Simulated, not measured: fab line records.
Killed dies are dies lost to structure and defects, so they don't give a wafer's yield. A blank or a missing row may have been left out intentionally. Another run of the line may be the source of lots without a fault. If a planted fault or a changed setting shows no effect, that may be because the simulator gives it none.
fab line records    flow gf180mcu
record lots=5  wafers=23
route steps=602 shown CONTACT@287 V1@361 M2@373 V2@391 M3@410 V3@431
start-h: hours from the record's opening day to when the first of the lot's shown wafers began    wait-h: hours from the lot's prior step to this one    " unchanged from the row above    L1.1+2: a row that stands for several wafers    - either no value or no given start    * or withheld: withheld    < > ~ a bound
route shown NAME@n: NAME is a module with steps in the file, n the number in the route of the first one    usual: the fault-free wafers' mean and standard deviation    same: alike in all rows    chamber/n: place in a boat    sites: the reading at each site    _std_site: how widely they spread, as a standard deviation    _edge_site: mean of outer sites minus mean of inner sites    radius-mm: for every site, how far away it sits from the centre of the wafer    mask NAME#n: copy n    behind: the most recent tool/chamber to have shaped the wafer    hold: what put the lot on hold/how long, in hours/how the hold closed    device: which transistor (n, p or np) failed to switch    end of line: the route-end tests of the same wafers    step lacking rows: just its recipe    killed: dies that structure and defects cost at the first sort, which is not the same as the wafer's yield    map: a wafer's dies, x killed, . not, _ none there
set.NAME: the setting as run; set.NAME@STEP: as run at that earlier step    model.NAME: the simulator's own value behind a step, which no gauge read
lots run with intentionally changed settings; tables by step, rows by wafer
## steps
# step GF_CONTACT_CVD_00
# recipe material=SiO2  target-thk-nm=300  sigma-open-frac=0.3  temp-c=400  time-s=50  sih4-flow-sccm=60  pressure-mtorr=6
lot.wafer  tool       chamber  start-h  wait-h  set.sih4-flow-sccm  model.SiO2_of_CONTACT_CVD_00.thk-nm
L074.1     hdpcvd-02  1        332.34   0.1     60                  304.8
L074.2     "          2        "        "       62.92               317.2
L074.3     "          0        "        "       62.92               316.3
L074.5     "          2        "        "       60                  301.4
L074.6     "          1        "        "       62.92               320.4
L077.2     hdpcvd-01  2        359.29   0.1     60                  298.9
L077.3     "          0        "        "       68.72               340.4
L077.4     "          0        "        "       60                  296.6
L077.5     "          1        "        "       68.72               338.8
L077.6     "          2        "        "       68.72               342.9
L079.1     hdpcvd-01  1        373.99   0.1     60                  292.9
L079.2     "          0        "        "       55.03               270.8
L079.3     "          2        "        "       55.03               268.6
L079.4     "          0        "        "       55.03               270.2
L079.5     "          1        "        "       60                  292.3
L080.1     hdpcvd-01  1        389.42   0.1     60                  293.7
L080.2     "          2        "        "       53.25               265.4
L080.3     "          0        "        "       53.25               264.8
L080.4     "          2        "        "       53.25               262.9
L080.6     "          0        "        "       60                  295.5
L082.1     hdpcvd-01  1        401.00   0.1     60                  302.3
L082.3     "          0        "        "       60                  302.1
L082.5     "          0        "        "       60                  303.2
# step GF_CONTACT_THK_MEAS_01
# recipe reads=SiO2_of_CONTACT_CVD_00
# usual CONTACT_CVD_00_THK=299/3.5
lot.wafer  tool           chamber  start-h  wait-h  set.sih4-flow-sccm@CONTACT_CVD_00  CONTACT_CVD_00_THK[nm]
L074.1     film-metro-03  -        332.38   0.0     60                                 305
L074.2     "              -        "        "       62.92                              317
L074.3     "              -        "        "       62.92                              316
L074.5     "              -        "        "       60                                 301
L074.6     "              -        "        "       62.92                              320
L077.2     film-metro-01  -        359.35   0.0     60                                 299
L077.3     "              -        "        "       68.72                              340
L077.4     "              -        "        "       60                                 297
L077.5     "              -        "        "       68.72                              339
L077.6     "              -        "        "       68.72                              343
L079.1     film-metro-01  -        374.03   0.0     60                                 293
L079.2     "              -        "        "       55.03                              271
L079.3     "              -        "        "       55.03                              269
L079.4     "              -        "        "       55.03                              270
L079.5     "              -        "        "       60                                 292
L080.1     film-metro-02  -        389.47   0.0     60                                 294
L080.2     "              -        "        "       53.25                              265
L080.3     "              -        "        "       53.25                              265
L080.4     "              -        "        "       53.25                              263
L080.6     "              -        "        "       60                                 295
L082.1     film-metro-02  -        401.04   0.0     60                                 302
L082.3     "              -        "        "       60                                 302
L082.5     "              -        "        "       60                                 303
# step GF_CONTACT_CMP_04
# recipe material=SiO2  down-force-psi=4  platen-rpm=60  pad-velocity-m-s=0.94248
lot.wafer  tool    chamber  start-h  wait-h  set.leave-above-ref-nm  model.SiO2_of_CONTACT_CVD_02.thk-nm
L074.3     cmp-02  0        332.57   0.0     560                     558.4
L074.2     "       1        "        "       560                     559.6
L074.1     "       2        "        "       560                     560.2
L074.6     "       0        "        "       560                     557.7
L074.5     "       1        "        "       560                     560.1
L077.3     cmp-02  3        359.53   0.0     560                     559
L077.2     "       1        "        "       560                     559.8
L077.4     "       2        "        "       560                     560.1
L077.6     "       3        "        "       560                     560.6
L077.5     "       0        "        "       560                     559.9
L079.4     cmp-02  2        374.26   0.0     560                     559.8
L079.1     "       3        "        "       560                     558.9
L079.3     "       0        "        "       518.6                   518.2
L079.2     "       1        "        "       518.6                   518.4
L079.5     "       2        "        "       518.6                   518.3
L080.3     cmp-02  3        389.66   0.0     599.9                   599.9
L080.4     "       0        "        "       560                     559.8
L080.2     "       1        "        "       560                     558.6
L080.1     "       2        "        "       560                     560
L080.6     "       3        "        "       599.9                   598.7
L082.1     cmp-01  3        401.23   0.1     560                     560.4
L082.3     "       0        "        "       560                     559.6
L082.5     "       0        "        "       560                     560.9
# step GF_CONTACT_ETCH_16
# recipe chemistry=N2/H2  target-depth-a=withheld  overetch-a=withheld  time-s=withheld  target=BARC  ion-energy-ev=200  source-w=500  bias-w=100  pressure-mtorr=30  n2-flow-sccm=100  h2-flow-sccm=200
lot.wafer       tool         chamber    start-h  wait-h  set.ion-energy-ev
L074.1+2+6      rie-diel-01  2,0,0      354.87   0.0     218
L074.3+5        "            3,2        "        "       200
L077.2+6        rie-diel-03  1          381.02   0.0     200
L077.3+4+5      "            2,0,2      "        "       176.1
L079.1+2+4      rie-diel-03  0,3,2      397.22   0.0     200
L079.3+5        "            1          "        "       221.4
L080.1+2+3+4+6  rie-diel-01  0,1,2,3,1  411.62   0.0     200
L082.1+3+5      rie-diel-01  3,0,2      425.02   0.0     200
# step GF_CONTACT_ETCH_17
# recipe chemistry=C4F8/O2/Ar  mask-material=KrF  target=SiO2  stop-on=CoSi2  source-w=1500  bias-w=1200  pressure-mtorr=40  c4f8-flow-sccm=withheld  O2_flow_sccm=6  Ar_flow_sccm=300  time-s=withheld  target-depth-a=8600
lot.wafer  tool         chamber  start-h  wait-h  set.sih4-flow-sccm@CONTACT_CVD_00  set.leave-above-ref-nm@CONTACT_CMP_04  model.CONTACT.feature-depth-nm
L074.1     rie-diel-01  2        -        -       60                                 560                                    865
L074.2     "            0        "        "       62.92                              560                                    876.8
L074.3     "            3        "        "       62.92                              560                                    874.8
L074.5     "            2        "        "       60                                 560                                    861.4
L074.6     "            0        "        "       62.92                              560                                    878
L077.2     rie-diel-03  1        -        -       60                                 560                                    858.8
L077.3     "            2        "        "       68.72                              560                                    899.4
L077.4     "            0        "        "       60                                 560                                    856.7
L077.5     "            2        "        "       68.72                              560                                    898.7
L077.6     "            1        "        "       68.72                              560                                    903.5
L079.1     rie-diel-03  0        -        -       60                                 560                                    851.8
L079.2     "            3        "        "       55.03                              518.6                                  789.2
L079.3     "            1        "        "       55.03                              518.6                                  786.8
L079.4     "            2        "        "       55.03                              560                                    830
L079.5     "            1        "        "       60                                 518.6                                  810.7
L080.1     rie-diel-01  0        -        -       60                                 560                                    853.8
L080.2     "            1        "        "       53.25                              560                                    824
L080.3     "            2        "        "       53.25                              599.9                                  864.7
L080.4     "            3        "        "       53.25                              560                                    822.7
L080.6     "            1        "        "       60                                 599.9                                  894.3
L082.1     rie-diel-01  3        -        -       60                                 560                                    862.7
L082.3     "            0        "        "       60                                 560                                    861.7
L082.5     "            2        "        "       60                                 560                                    864.1
# step GF_V1_CMP_26
# recipe stop-on=SiO2  down-force-psi=3.5  platen-rpm=60  t-overpolish-s=15  target-thk-nm=0  pad-velocity-m-s=0.94248
# usual overpolish-run-s=15.001/0.0088
lot.wafer  tool    chamber  start-h  wait-h  set.t-overpolish-s  overpolish-run-s
L074.1     cmp-02  2        401.69   0.1     15                  14.998
L074.3     "       3        "        "       18.79               18.805
L074.2     "       0        "        "       18.79               18.784
L074.5     "       1        "        "       15                  15.000
L074.6     "       2        "        "       15                  15.003
L077.3     cmp-01  0        430.74   0.0     15                  15.004
L077.4     "       1        "        "       15                  15.010
L077.2     "       2        "        "       15                  14.992
L077.5     "       0        "        "       15                  15.011
L077.6     "       1        "        "       15                  14.989
L079.2     cmp-02  3        449.42   0.0     15                  15.003
L079.4     "       0        "        "       18.82               18.805
L079.1     "       1        "        "       15                  15.000
L079.3     "       2        "        "       18.82               18.834
L079.5     "       0        "        "       18.82               18.815
L080.3     cmp-02  1        464.32   0.0     15                  14.996
L080.4     "       2        "        "       15                  14.996
L080.2     "       3        "        "       15                  14.995
L080.1     "       0        "        "       15                  15.010
L080.6     "       1        "        "       15                  14.996
L082.1     cmp-01  3        476.68   0.1     15                  14.989
L082.3     "       2        "        "       15                  14.998
L082.5     "       3        "        "       15                  14.992
# step GF_M2_EXPOSE_11
# recipe mask-id=Metal2  target-cd-nm=280  na=0.68  source-shape=conventional  sigma-outer=0.6  dose-mj=28
lot.wafer   tool            chamber  start-h  wait-h  mask      set.dose-mj
L074.1+3+5  krf-scanner-01  0        -        -       Metal2#0  28
L074.2+6    "               0        "        "       Metal2#0  26.8
L077.2+3+6  krf-scanner-02  0        -        -       Metal2#0  27.19
L077.4+5    "               0        "        "       Metal2#0  28
L079.1+2+3  krf-scanner-01  0        -        -       Metal2#0  26.84
L079.4+5    "               0        "        "       Metal2#0  28
L080.1+2+4  krf-scanner-02  0        -        -       Metal2#0  26.6
L080.3+6    "               0        "        "       Metal2#0  28
L082.1+3+5  krf-scanner-02  0        -        -       Metal2#0  28
# step GF_M2_PEB_12
# recipe peb-temp-c=135  peb-time-s=90  resist=KrF
# step GF_M2_DEVELOP_13
# recipe develop-time-s=60  dev-temp-c=21
# step GF_M2_CD_MEAS_14
# recipe target-cd-nm=280
# usual cd-nm=280.1/1.3
lot.wafer  tool       chamber  start-h  wait-h  set.dose-mj@M2_EXPOSE_11  cd-nm
L074.1     cd-sem-01  -        426.17   0.1     28                        277.3
L074.2     "          -        "        "       26.8                      284.7
L074.3     "          -        "        "       28                        278.9
L074.5     "          -        "        "       28                        278.1
L074.6     "          -        "        "       26.8                      285.5
L077.2     cd-sem-02  -        455.13   0.1     27.19                     287.0
L077.3     "          -        "        "       27.19                     285.7
L077.4     "          -        "        "       28                        281.7
L077.5     "          -        "        "       28                        281.2
L077.6     "          -        "        "       27.19                     286.2
L079.1     cd-sem-02  -        473.81   0.1     26.84                     285.9
L079.2     "          -        "        "       26.84                     286.0
L079.3     "          -        "        "       26.84                     286.4
L079.4     "          -        "        "       28                        279.1
L079.5     "          -        "        "       28                        281.5
L080.1     cd-sem-01  -        488.87   0.1     26.6                      287.2
L080.2     "          -        "        "       26.6                      288.4
L080.3     "          -        "        "       28                        280.5
L080.4     "          -        "        "       26.6                      288.1
L080.6     "          -        "        "       28                        280.2
L082.1     cd-sem-01  -        501.37   0.1     28                        280.9
L082.3     "          -        "        "       28                        280.7
L082.5     "          -        "        "       28                        281.4
# step GF_M2_METAL_ETCH_16
# recipe chemistry=Cl2/BCl3  mask-material=KrF  target-depth-nm=627.5  stop-on=SiO2  pressure-mtorr=8  icp-w=800  bias-w=140  Cl2_flow_sccm=80  bcl3-flow-sccm=40  time-s=104.6
lot.wafer   tool          chamber  start-h  wait-h  set.dose-mj@M2_EXPOSE_11  model.M2.cd-nm
L074.1      rie-metal-02  1        426.32   0.0     28                        274.1
L074.2      "             0        "        "       26.8                      278.9
L074.3      "             0        "        "       28                        273.2
L074.5      "             1        "        "       28                        276.5
L074.6      "             0        "        "       26.8                      280.2
L077.2      rie-metal-03  1        455.26   0.0     27.19                     285.6
L077.3      "             1        "        "       27.19                     284
L077.4      "             0        "        "       28                        281.7
L077.5      "             0        "        "       28                        281
L077.6      "             1        "        "       27.19                     288.3
L079.1      rie-metal-01  1        473.96   0.0     26.84                     284.9
L079.2      "             0        "        "       26.84                     290.4
L079.3      "             1        "        "       26.84                     288.2
L079.4      "             0        "        "       28                        282.2
L079.5      "             0        "        "       28                        284.4
L080.1      rie-metal-02  0        489.03   0.0     26.6                      282.2
L080.2      "             1        "        "       26.6                      286.5
L080.3      "             1        "        "       28                        276.2
L080.4      "             0        "        "       26.6                      283.8
L080.6      "             0        "        "       28                        275.4
L082.1+3+5  rie-metal-03  1,1,0    501.53   0.0     28                        284.1
# step GF_V2_COAT_09
# recipe resist=KrF  spin-rpm=withheld  resist-thk-nm=1000
lot.wafer  tool            chamber  start-h  wait-h  set.resist-thk-nm  model.KrF_of_V2_COAT_09.thk-nm
L074.1     litho-track-04  0        -        -       1000               996.1
L074.2     "               0        "        "       1000               996.5
L074.3     "               0        "        "       1000               994.3
L074.5     "               0        "        "       966.1              961.3
L074.6     "               0        "        "       966.1              961.4
L077.2     litho-track-03  0        -        -       1000               998
L077.3     "               0        "        "       1000               998.8
L077.4     "               0        "        "       1017               1015
L077.5     "               0        "        "       1000               999.3
L077.6     "               0        "        "       1017               1016
L079.1     litho-track-04  0        -        -       1000               1001
L079.2     "               0        "        "       1000               1000
L079.3     "               0        "        "       950.7              948.7
L079.4     "               0        "        "       1000               1002
L079.5     "               0        "        "       950.7              953.5
L080.1     litho-track-04  0        -        -       981.6              979.8
L080.2+6   "               0        "        "       1000               1001
L080.3     "               0        "        "       981.6              983.6
L080.4     "               0        "        "       1000               1000
L082.1     litho-track-03  0        -        -       1000               1000
L082.3     "               0        "        "       1000               1008
L082.5     "               0        "        "       1000               999.6
# step GF_V2_PEB_12
# recipe peb-temp-c=135  peb-time-s=90  resist=KrF
lot.wafer   tool            chamber  start-h  wait-h  set.peb-temp-c
L074.1+3+6  litho-track-01  0        -        -       135
L074.2+5    "               0        "        "       137.3
L077.2+5    litho-track-04  0        -        -       132
L077.3+4+6  "               0        "        "       135
L079.1+3    litho-track-04  0        -        -       135
L079.2+4+5  "               0        "        "       136.6
L080.1+4    litho-track-03  0        -        -       136.3
L080.2+3+6  "               0        "        "       135
L082.1+3+5  litho-track-03  0        -        -       135
# step GF_V2_DEVELOP_13
# recipe develop-time-s=60  resist=KrF  dev-temp-c=21
# step GF_V2_CD_MEAS_14
# recipe target-cd-nm=260
# usual cd-nm=260.1/1.3
lot.wafer  tool       chamber  start-h  wait-h  set.peb-temp-c@V2_PEB_12  cd-nm
L074.1     cd-sem-02  -        451.78   0.1     135                       261.4
L074.2     "          -        "        "       137.3                     265.8
L074.3     "          -        "        "       135                       261.0
L074.5     "          -        "        "       137.3                     266.5
L074.6     "          -        "        "       135                       261.1
L077.2     cd-sem-02  -        480.23   0.1     132                       250.8
L077.3     "          -        "        "       135                       260.0
L077.4     "          -        "        "       135                       258.3
L077.5     "          -        "        "       132                       249.2
L077.6     "          -        "        "       135                       259.8
L079.1     cd-sem-01  -        499.11   0.1     135                       261.7
L079.2     "          -        "        "       136.6                     266.4
L079.3     "          -        "        "       135                       264.0
L079.4     "          -        "        "       136.6                     264.7
L079.5     "          -        "        "       136.6                     267.9
L080.1     cd-sem-01  -        514.31   0.1     136.3                     261.5
L080.2     "          -        "        "       135                       256.5
L080.3     "          -        "        "       135                       258.5
L080.4     "          -        "        "       136.3                     260.5
L080.6     "          -        "        "       135                       256.8
L082.1     cd-sem-01  -        526.56   0.1     135                       259.7
L082.3     "          -        "        "       135                       258.8
L082.5     "          -        "        "       135                       259.1
# step GF_V2_ETCH_16
# recipe chemistry=N2/H2  target-depth-a=withheld  overetch-a=withheld  time-s=withheld  target=BARC  ion-energy-ev=200  source-w=500  bias-w=100  pressure-mtorr=30  n2-flow-sccm=100  h2-flow-sccm=200
lot.wafer  tool         chamber  start-h  wait-h  set.peb-temp-c@V2_PEB_12  model.V2.cd-nm
L074.1+3   rie-diel-02  0,3      451.93   0.0     135                       261
L074.2     "            2        "        "       137.3                     264.6
L074.5     "            0        "        "       137.3                     266.8
L074.6     "            3        "        "       135                       261.5
L077.2     rie-diel-02  3        480.37   0.0     132                       250.6
L077.3+6   "            2,0      "        "       135                       259.3
L077.4     "            1        "        "       135                       258.3
L077.5     "            1        "        "       132                       249.3
L079.1     rie-diel-04  3        499.27   0.0     135                       261.5
L079.2     "            0        "        "       136.6                     267.1
L079.3     "            2        "        "       135                       264
L079.4     "            2        "        "       136.6                     265.1
L079.5     "            3        "        "       136.6                     268
L080.1     rie-diel-03  1        514.46   0.0     136.3                     261.7
L080.2     "            3        "        "       135                       256.1
L080.3     "            2        "        "       135                       259.1
L080.4     "            0        "        "       136.3                     260.9
L080.6     "            0        "        "       135                       257.3
L082.1     rie-diel-03  1        526.71   0.0     135                       259.8
L082.3     "            3        "        "       135                       258.2
L082.5     "            2        "        "       135                       259.7
# step GF_V2_ETCH_17
# recipe chemistry=C4F8/O2/Ar  mask-material=KrF  target=SiO2  stop-on=TiN  source-w=1500  bias-w=1213  pressure-mtorr=40  c4f8-flow-sccm=withheld  O2_flow_sccm=6  Ar_flow_sccm=300  time-s=withheld  target-depth-a=6300
# step GF_V2_STRIP_18
# recipe chemistry=O2/N2  power-w=1400  pressure-mtorr=1500  platen-temp-c=250  o2-flow-sccm=3000  n2-flow-sccm=300  overash-fraction=0.5
# usual oes-product-au=0.591/0.0049
lot.wafer  tool             chamber  start-h  wait-h  set.resist-thk-nm@V2_COAT_09  oes-product-au
L074.1     plasma-asher-03  1        452.06   -       1000                          0.590
L074.2     "                0        "        "       1000                          0.597
L074.3     "                0        "        "       1000                          0.592
L074.5     "                1        "        "       966.1                         0.576
L074.6     "                0        "        "       966.1                         0.575
L077.2     plasma-asher-03  0        480.50   -       1000                          0.586
L077.3     "                1        "        "       1000                          0.590
L077.4     "                0        "        "       1017                          0.597
L077.5     "                0        "        "       1000                          0.593
L077.6     "                1        "        "       1017                          0.601
L079.1     plasma-asher-01  0        499.40   -       1000                          0.585
L079.2     "                1        "        "       1000                          0.595
L079.3     "                1        "        "       950.7                         0.565
L079.4     "                0        "        "       1000                          0.587
L079.5     "                0        "        "       950.7                         0.571
L080.1     plasma-asher-01  0        514.59   -       981.6                         0.586
L080.2     "                1        "        "       1000                          0.598
L080.3     "                1        "        "       981.6                         0.592
L080.4     "                0        "        "       1000                          0.602
L080.6     "                1        "        "       1000                          0.591
L082.1     plasma-asher-01  0        526.84   -       1000                          0.604
L082.3     "                1        "        "       1000                          0.592
L082.5     "                0        "        "       1000                          0.599
# step GF_V2_SPUTTER_22
# recipe material=TiN  target-thk-nm=10  chamber-pressure-pa=5  power-w=4000  time-s=40
lot.wafer  tool            chamber  start-h  wait-h  set.time-s  model.TiN_of_V2_SPUTTER_22.thk-nm
L074.1     pvd-sputter-03  -        452.72   0.0     40          10.1
L074.2     "               -        "        "       35.34       8.756
L074.3     "               -        "        "       35.34       9.03
L074.5     "               -        "        "       35.34       8.87
L074.6     "               -        "        "       40          10.03
L077.2     pvd-sputter-02  -        481.16   0.0     38.39       9.328
L077.3     "               -        "        "       38.39       9.443
L077.4     "               -        "        "       38.39       9.452
L077.5     "               -        "        "       40          9.908
L077.6     "               -        "        "       40          9.804
L079.1     pvd-sputter-03  -        500.02   0.0     40          10.23
L079.2     "               -        "        "       40          10.18
L079.3     "               -        "        "       40          10.21
L079.4     "               -        "        "       40          10.27
L079.5     "               -        "        "       40          10.34
L080.1     pvd-sputter-02  -        515.19   0.0     40          10.04
L080.2     "               -        "        "       44.66       11.16
L080.3     "               -        "        "       44.66       11.23
L080.4     "               -        "        "       40          10.03
L080.6     "               -        "        "       40          9.921
L082.1     pvd-sputter-02  -        527.46   0.0     40          10.1
L082.3     "               -        "        "       40          10.16
L082.5     "               -        "        "       40          10.11
# step GF_M3_SPUTTER_01
# recipe material=TiN  target-thk-nm=30  power-w=6500  time-s=25  chamber-pressure-pa=0.4
lot.wafer  tool            chamber  start-h  wait-h  set.power-w  model.TiN_of_M3_SPUTTER_01.thk-nm
L074.1     pvd-sputter-01  -        453.45   0.1     7273         33.65
L074.2     "               -        "        "       6500         30.22
L074.3     "               -        "        "       6500         30.18
L074.5     "               -        "        "       7273         33.7
L074.6     "               -        "        "       6500         30.32
L077.2     pvd-sputter-01  -        481.89   0.1     6500         30.28
L077.3     "               -        "        "       6071         28.1
L077.4     "               -        "        "       6500         30.05
L077.5     "               -        "        "       6071         28.14
L077.6     "               -        "        "       6500         30.4
L079.1     pvd-sputter-04  -        500.89   0.1     6500         30.11
L079.2     "               -        "        "       7258         33.34
L079.3     "               -        "        "       7258         33.58
L079.4     "               -        "        "       6500         30.18
L079.5     "               -        "        "       7258         33.71
L080.1     pvd-sputter-03  -        515.92   0.1     6500         29.94
L080.2+4   "               -        "        "       6500         29.8
L080.3     "               -        "        "       5896         27.09
L080.6     "               -        "        "       5896         27.32
L082.1     pvd-sputter-03  -        528.20   0.1     6500         30.26
L082.3     "               -        "        "       6500         30.03
L082.5     "               -        "        "       6500         30.02
# step GF_V3_CVD_02
# recipe material=SiO2  target-thk-nm=850  precursor=TEOS  temp-c=400  time-s=94.851  rf-w=600
lot.wafer  tool      chamber  start-h  wait-h  set.time-s  model.SiO2_of_V3_CVD_02.thk-nm
L074.1     pecvd-04  2        478.72   0.1     85.76       761.3
L074.2     "         0        "        "       94.851      835.2
L074.3     "         1        "        "       94.851      839
L074.5     "         0        "        "       85.76       767.8
L074.6     "         1        "        "       85.76       766.1
L077.2     pecvd-04  2        506.90   0.0     94.851      830.2
L077.3     "         1        "        "       94.851      826.9
L077.4     "         1        "        "       94.851      841.8
L077.5     "         0        "        "       94.851      845.4
L077.6     "         2        "        "       94.851      849.1
L079.1     pecvd-01  1        524.91   0.1     94.851      850.8
L079.2     "         0        "        "       82.45       739.2
L079.3     "         2        "        "       94.851      854.8
L079.4     "         0        "        "       94.851      855.8
L079.5     "         1        "        "       82.45       758.3
L080.1     pecvd-04  0        540.11   0.1     87.01       768.4
L080.2     "         1        "        "       87.01       762.5
L080.3     "         2        "        "       94.851      837.8
L080.4     "         2        "        "       94.851      857
L080.6     "         0        "        "       94.851      850.1
L082.1     pecvd-04  1        552.23   0.1     94.851      832.4
L082.3     "         0        "        "       94.851      831.1
L082.5     "         1        "        "       94.851      847.7
# step GF_V3_THK_MEAS_03
# recipe reads=SiO2_of_V3_CVD_02
# usual V3_CVD_02_THK=846/11
lot.wafer  tool           chamber  start-h  wait-h  set.time-s@V3_CVD_02  V3_CVD_02_THK[nm]
L074.1     film-metro-02  -        478.79   0.0     85.76                 761
L074.2     "              -        "        "       94.851                835
L074.3     "              -        "        "       94.851                839
L074.5     "              -        "        "       85.76                 768
L074.6     "              -        "        "       85.76                 766
L077.2     film-metro-03  -        506.98   0.0     94.851                831
L077.3     "              -        "        "       94.851                827
L077.4     "              -        "        "       94.851                843
L077.5     "              -        "        "       94.851                845
L077.6     "              -        "        "       94.851                849
L079.1     film-metro-02  -        524.98   0.0     94.851                851
L079.2     "              -        "        "       82.45                 739
L079.3     "              -        "        "       94.851                855
L079.4     "              -        "        "       94.851                856
L079.5     "              -        "        "       82.45                 758
L080.1     film-metro-04  -        540.18   0.0     87.01                 769
L080.2     "              -        "        "       87.01                 763
L080.3     "              -        "        "       94.851                839
L080.4     "              -        "        "       94.851                857
L080.6     "              -        "        "       94.851                850
L082.1     film-metro-03  -        552.30   0.0     94.851                832
L082.3     "              -        "        "       94.851                831
L082.5     "              -        "        "       94.851                847
## key
split step=GF_CONTACT_CVD_00  setting=sih4-flow-sccm  stated=60  by=wafer
response step=GF_CONTACT_CVD_00  reading=model.SiO2_of_CONTACT_CVD_00.thk-nm  change=+2.85  per=1%  r=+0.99
response step=GF_CONTACT_THK_MEAS_01  reading=CONTACT_CVD_00_THK  change=+2.85  per=1%  r=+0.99
response step=GF_CONTACT_ETCH_17  reading=model.CONTACT.feature-depth-nm  slope=+2.82  per=1%  together-with=leave-above-ref-nm@CONTACT_CMP_04  explained=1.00
split step=GF_CONTACT_CMP_04  setting=leave-above-ref-nm  stated=560  by=wafer
response step=GF_CONTACT_CMP_04  reading=model.SiO2_of_CONTACT_CVD_02.thk-nm  change=+5.57  per=1%  r=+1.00
response step=GF_CONTACT_ETCH_17  reading=model.CONTACT.feature-depth-nm  slope=+5.66  per=1%  together-with=sih4-flow-sccm@CONTACT_CVD_00  explained=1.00
split step=GF_CONTACT_ETCH_16  setting=ion-energy-ev  stated=200  by=wafer
response none clear
split step=GF_V1_CMP_26  setting=t-overpolish-s  stated=15  by=wafer
response step=GF_V1_CMP_26  reading=overpolish-run-s  change=+0.15  per=1%  r=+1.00
split step=GF_M2_EXPOSE_11  setting=dose-mj  stated=28  by=wafer
response step=GF_M2_CD_MEAS_14  reading=cd-nm  change=-1.53  per=1%  r=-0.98
response step=GF_M2_METAL_ETCH_16  reading=model.M2.cd-nm  change=-1.38  per=1%  r=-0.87
split step=GF_V2_COAT_09  setting=resist-thk-nm  stated=1000  by=wafer
response step=GF_V2_COAT_09  reading=model.KrF_of_V2_COAT_09.thk-nm  change=+10.2  per=1%  r=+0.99
response step=GF_V2_STRIP_18  reading=oes-product-au  change=+0.0046  per=1%  r=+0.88
split step=GF_V2_PEB_12  setting=peb-temp-c  stated=135  by=wafer
response step=GF_V2_CD_MEAS_14  reading=cd-nm  change=+3.64  per=1%  r=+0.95
response step=GF_V2_ETCH_16  reading=model.V2.cd-nm  change=+3.54  per=1%  r=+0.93
split step=GF_V2_SPUTTER_22  setting=time-s  stated=40  by=wafer
response step=GF_V2_SPUTTER_22  reading=model.TiN_of_V2_SPUTTER_22.thk-nm  change=+0.103  per=1%  r=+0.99
split step=GF_M3_SPUTTER_01  setting=power-w  stated=6500  by=wafer
response step=GF_M3_SPUTTER_01  reading=model.TiN_of_M3_SPUTTER_01.thk-nm  change=+0.292  per=1%  r=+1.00
split step=GF_V3_CVD_02  setting=time-s  stated=94.851  by=wafer
response step=GF_V3_CVD_02  reading=model.SiO2_of_V3_CVD_02.thk-nm  change=+8.3  per=1%  r=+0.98
response step=GF_V3_THK_MEAS_03  reading=V3_CVD_02_THK  change=+8.31  per=1%  r=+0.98
